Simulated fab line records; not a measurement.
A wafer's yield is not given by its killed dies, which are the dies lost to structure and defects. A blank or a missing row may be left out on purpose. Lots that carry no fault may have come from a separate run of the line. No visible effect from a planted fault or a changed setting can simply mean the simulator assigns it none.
Chamber matching ; flow sky130 ; SKY_VIA4_CMP_21 on cmp-02: 4 sister chambers
The step polishes, stops on SiO2, t overpolish 25 s, target thk 0 nm. 16 wafers are shown with their chamber, then 8 later ones without.

## EACH WAFER AND ITS CHAMBER
wafer;chamber;motor-current-A (A);time-to-endpoint-s (s);overpolish-run-s (s)
L174.2;2;10.5;119;24.996
L174.4;0;11.0;118;25.005
L174.5;1;8.6;122;24.985
L176.1;2;10.9;118;25.003
L176.3;3;11.5;126;25.001
L176.6;1;8.7;120;25.005
L178.1;1;8.6;127;24.991
L178.3;2;10.9;122;24.991
L178.5;3;11.0;127;24.998
L181.1;2;10.7;114;24.993
L181.4;3;11.7;125;24.987
L181.6;0;11.1;121;24.986
L186.1;2;11.4;116;24.992
L186.5;2;11.5;119;24.980
L186.6;1;8.5;124;24.995
L187.2;1;9.1;119;25.003

SIGNATURES (averages over the wafers above)
reading;chamber 0;chamber 1;chamber 2;chamber 3;scatter within a chamber
motor-current-A;11.050;8.700;10.983;11.400;0.323
time-to-endpoint-s;119.50;122.40;118.00;126.00;2.67
overpolish-run-s;24.99550;24.99580;24.99250;24.99533;0.0084
Rule: for a wafer and a chamber, the distance is found by dividing, reading by reading, the gap between the wafer's reading and the chamber's mean by the reading's scatter, squaring, summing and taking the root. If the next closest chamber is less than 2 further off than the closest, the wafer can't be placed; otherwise it belongs to the closest. How the scatter is found: for the shown wafers, subtract from each reading the mean of its chamber, square and add these, divide the total by (wafers less chambers), then take the root.

## WAFERS WITHOUT THEIR CHAMBER
wafer;motor-current-A (A);time-to-endpoint-s (s);overpolish-run-s (s)
L187.4;11.3;119;25.000
L187.5;8.8;116;24.997
L190.1;10.7;118;25.018
L190.3;10.8;123;25.004
L190.5;11.5;119;24.997
L194.1;11.2;126;24.994
L194.2;10.8;115;24.997
L194.5;11.4;125;24.991

## CHAMBER TAKEN BY EACH
wafer;from the rows above;in truth
L187.4;can't be placed: 0 or 2 or 3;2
L187.5;1;1
L190.1;can't be placed: 0 or 2 or 3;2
L190.3;can't be placed: 0 or 2 or 3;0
L190.5;can't be placed: 0 or 2 or 3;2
L194.1;can't be placed: 3 or 0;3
L194.2;can't be placed: 2 or 0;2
L194.5;can't be placed: 3 or 0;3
1 of 8 placed correctly. These rows do not allow placing 7 (true chamber among the candidates in 7). 0 placed wrongly.
